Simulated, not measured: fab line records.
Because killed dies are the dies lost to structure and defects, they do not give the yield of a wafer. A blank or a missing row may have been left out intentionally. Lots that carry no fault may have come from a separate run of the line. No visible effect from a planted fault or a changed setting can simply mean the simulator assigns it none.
Which tool did it?	flow sky130	route of 708 steps, sampled at 1 step: 11 lots, 32 wafers

== WHAT THE GAUGES SHOWED, per wafer ==
SKY_METAL3_CD_MEAS_13 targets a cd of 300 nm.
lot	measured	on	cd-nm (nm)
L903	day 39 06:51	cd-sem-02	300.8 300.4 300.5
L905	day 39 14:53	cd-sem-01	298.5 299.1 299.8
L904	day 39 19:39	cd-sem-02	301.1 300.7 301.6
L906	day 39 23:08	cd-sem-01	299.6 298.6 299.4
L908	day 40 10:35	cd-sem-02	299.0 300.3 299.6
L912	day 41 10:58	cd-sem-01	300.4 299.6 299.1
L916	day 42 23:43	cd-sem-01	301.7 302.5 302.1
L918	day 43 08:53	cd-sem-02	301.3 300.7 301.6
L919	day 43 10:12	cd-sem-02	300.7 300.9 301.6
L922	day 44 13:46	cd-sem-02	301.6 301.2 301.7
L926	day 45 03:10	cd-sem-02	300.7 301.9

== TOOL THAT RAN EACH LOT (tool first, then ch and the chambers of the sampled wafers, then the start) ==
Record: no process step prior to these readings.

== THE ANSWER, worked out from the rows above alone ==
Rule: the lots themselves supply what counts as usual. Put in order of their means at a reading, lots are off if they are a third of the lots or fewer, leave a main group of 4 or more, and stand apart from it by a gap of 3 or more times the standard deviation of the main group's means; of several such gaps the widest counts. The tables above print the reading to a certain number of digits; a main group whose means all agree to those digits is not used. Also off: a lot with no number at a reading for which 4 or more lots have one. All remaining lots with rows at the step are treated as sound.
Nothing can be told from this: no lot is off at any reading shown.

== WHAT THE SIMULATOR HAD INSERTED ==
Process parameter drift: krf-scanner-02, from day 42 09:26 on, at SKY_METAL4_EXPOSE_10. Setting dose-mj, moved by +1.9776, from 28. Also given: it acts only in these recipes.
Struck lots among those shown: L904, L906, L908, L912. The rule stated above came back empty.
